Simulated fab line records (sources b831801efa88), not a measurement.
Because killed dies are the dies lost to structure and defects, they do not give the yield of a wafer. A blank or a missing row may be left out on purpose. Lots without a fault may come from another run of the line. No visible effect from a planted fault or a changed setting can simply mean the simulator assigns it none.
One fault seen from 2 desks :: flow gf180mcu :: what lay behind the numbers comes last; until then each desk has only its own

THE TOOL OWNER'S DESK: pvd-sputter-03
The tool's own readings at GF_V1_SPUTTER_21 (material Ti, target thk 15 nm, time 80.02 s): means of the sampled wafers that have a number, for each lot that ran on this tool. If a lot's mean is further than 4 standard deviations from the usual mean, the lot is out of limits and carries the mark OUT (the distance appears in the brackets).
Columns: A = cathode-dc-power-W at GF_V1_SPUTTER_21, usual 2500.0 W; B = throttle-valve-pct at GF_V1_SPUTTER_21, usual 29.7 %
lot: L856
first seen here: day 19 18:11
A: 2500.1
B: 29.8

lot: L862
first seen here: day 21 23:50
A: 2499.7
B: 29.8

lot: L875
first seen here: day 26 00:53
A: 2499.9
B: 30.1
Result from this desk: across the 3 lots, nothing is out of limits.

AT THE METROLOGY DESK
What the gauges read, lot by lot, whatever tool the lot ran on: means of the sampled wafers that have a number. If a lot's mean is further than 4 standard deviations from the usual mean, the lot is out of limits and carries the mark OUT (the distance appears in the brackets).
Columns: A = cd-nm at GF_V1_CD_MEAS_14, usual 260.2 nm; B = V1_OVL at GF_V1_OVL_MEAS_15, usual -2 nm
lot: L854
first seen here: day 18 13:25
A: 258.7
B: -3

lot: L856
first seen here: day 19 17:22
A: 259.6
B: -6

lot: L862
first seen here: day 21 23:01
A: 260.4
B: 2

lot: L874
first seen here: day 25 23:19
A: 259.5
B: -5

lot: L875
first seen here: day 25 23:55
A: 260.6
B: -5
Result from this desk: across the 5 lots, nothing is out of limits.

BROUGHT TOGETHER
The desk of the tool owner found nothing out of limits.
From the metrology desk's view, nothing was out of limits.

WHAT WAS PUT IN BY THE SIMULATOR
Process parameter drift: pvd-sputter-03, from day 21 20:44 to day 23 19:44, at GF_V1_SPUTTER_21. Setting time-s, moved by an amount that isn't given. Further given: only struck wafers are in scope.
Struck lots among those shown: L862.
